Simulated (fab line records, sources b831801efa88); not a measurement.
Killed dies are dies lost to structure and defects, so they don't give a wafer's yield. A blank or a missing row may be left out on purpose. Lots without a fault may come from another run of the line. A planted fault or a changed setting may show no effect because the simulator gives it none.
Problem report in the 8D (eight disciplines) form, filled by code | flow sky130 | the parts of the form that need people (team, actions taken, sign-off) are left out

1. THE PROBLEM
killed_at_M4_up at SKY_PAD_OPEN_PROBE_99 reads a mean of 41.3 on 3 wafers of 2 lots; wafers without a fault read 3.3 with a standard deviation of 2. That is +19 standard deviations from the usual mean.
First seen on wafer L809.4, day 48 13:32, on prober-01. The record holds 21 wafers of 7 lots with a number at this step. Rule for "out", or "out of limits": more than 4 standard deviations from the usual mean. The other wafers with a number count as sound.

2. WHAT IT IS AND WHAT IT IS NOT
question                    | is                                    | is not
which readings at this step | killed_at_M4_up, sort_bin_3_pad_short | killed_at_M0_to_M3, killed_at_contacts, killed_at_front_end, killed_at_other, killed_open, killed_short, sort_bin_6_memory
which lots                  | L809, L813                            | L803, L804, L807, L816, L819
which wafers of those lots  | L809.4, L809.5, L813.1                | L809.3, L813.2, L813.4
read on which tools         | prober-01, prober-02                  | -
when                        | from day 48 13:32                     | up to then (10 sound wafers); but 8 sound wafers of L813, L816, L819 came after

3. SUSPECTS, AND WHAT RULES EACH OUT
Counting: a tool at a process step up to the reading stays a suspect if it ran every lot that is out. Sound lots after the first of them don't rule it out here, since some wafers of a struck lot are sound.
- plasma_asher-01 at SKY_METAL4_STRIP_19 (strips in O2/N2): kept. It ran every lot that is out, first L809 (day 44 20:48); its last sound lot up to then is L804 (day 43 15:27).
- pecvd-02 at SKY_PASSIVATION_CVD_02 (deposits Si3N4, target thk 540 nm): kept. It ran every lot that is out, first L809 (day 46 18:52); its last sound lot up to then is L804 (day 45 13:04).
- rie_diel-02 at SKY_PAD_OPEN_ETCH_07 (etches the open film in CF4/O2, stops on AlCu, target depth 725 nm, time 161.1 s): kept. It ran every lot that is out, first L809 (day 48 11:04); its last sound lot up to then is L807 (day 48 02:23).
- Within plasma_asher-01 at SKY_METAL4_STRIP_19: the wafers that are out ran in chamber 0; their sound lot-mates ran in chamber 1.
Left after counting: plasma_asher-01 at SKY_METAL4_STRIP_19, pecvd-02 at SKY_PASSIVATION_CVD_02, rie_diel-02 at SKY_PAD_OPEN_ETCH_07.

4. THE CAUSE (what the simulator had put in)
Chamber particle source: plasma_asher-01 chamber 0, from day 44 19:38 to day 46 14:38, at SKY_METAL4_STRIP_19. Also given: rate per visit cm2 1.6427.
Counting left 3 suspects, and this tool is among them.

5. THE CHAIN OF EFFECTS, in route order
Each row: a reading whose mean over the struck wafers that have a number lies more than 3 standard deviations from the usual. Only readings for which the record gives a usual standard deviation are gone through. hours: the time from each lot's start at the first step in this table that gives one to its start at this step, as a median over the lots. sigmas: the change in usual standard deviations.
hours | step                  | reading              | usual  | on struck wafers | change | sigmas
0     | SKY_PAD_OPEN_PROBE_99 | defect_limited_yield | 82.3 % | 76.0             | -6.3   | -3.3
0     | SKY_PAD_OPEN_PROBE_99 | killed_at_M4_up      | 3.3    | 41.3             | +38.0  | +19
0     | SKY_PAD_OPEN_PROBE_99 | killed_dies          | 87     | 118              | +31    | +3.3
0     | SKY_PAD_OPEN_PROBE_99 | sort_bin_3_pad_short | 0.9 %  | 3.5              | +2.6   | +6.0
0     | SKY_PAD_OPEN_PROBE_99 | sort_n_pass          | 405    | 374              | -31    | -3.3
0     | SKY_PAD_OPEN_PROBE_99 | sort_yield_pct       | 82.3 % | 76.0             | -6.3   | -3.3
The process steps in it:
- SKY_PAD_OPEN_PROBE_99

6. WHAT WOULD HAVE CAUGHT IT SOONER
In this record the first reading out of limits was taken at day 48 13:32, 90 hours after the fault began at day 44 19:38.
Of the tool readings at SKY_METAL4_STRIP_19 for which the record gives a usual standard deviation, none was out on any struck wafer, so an alarm limit of 4 standard deviations on them would not have fired.
All the lots that are out (2) had begun SKY_METAL4_STRIP_19 on plasma_asher-01 by day 48 13:32. A hold on the tool at that time would have spared none of them.
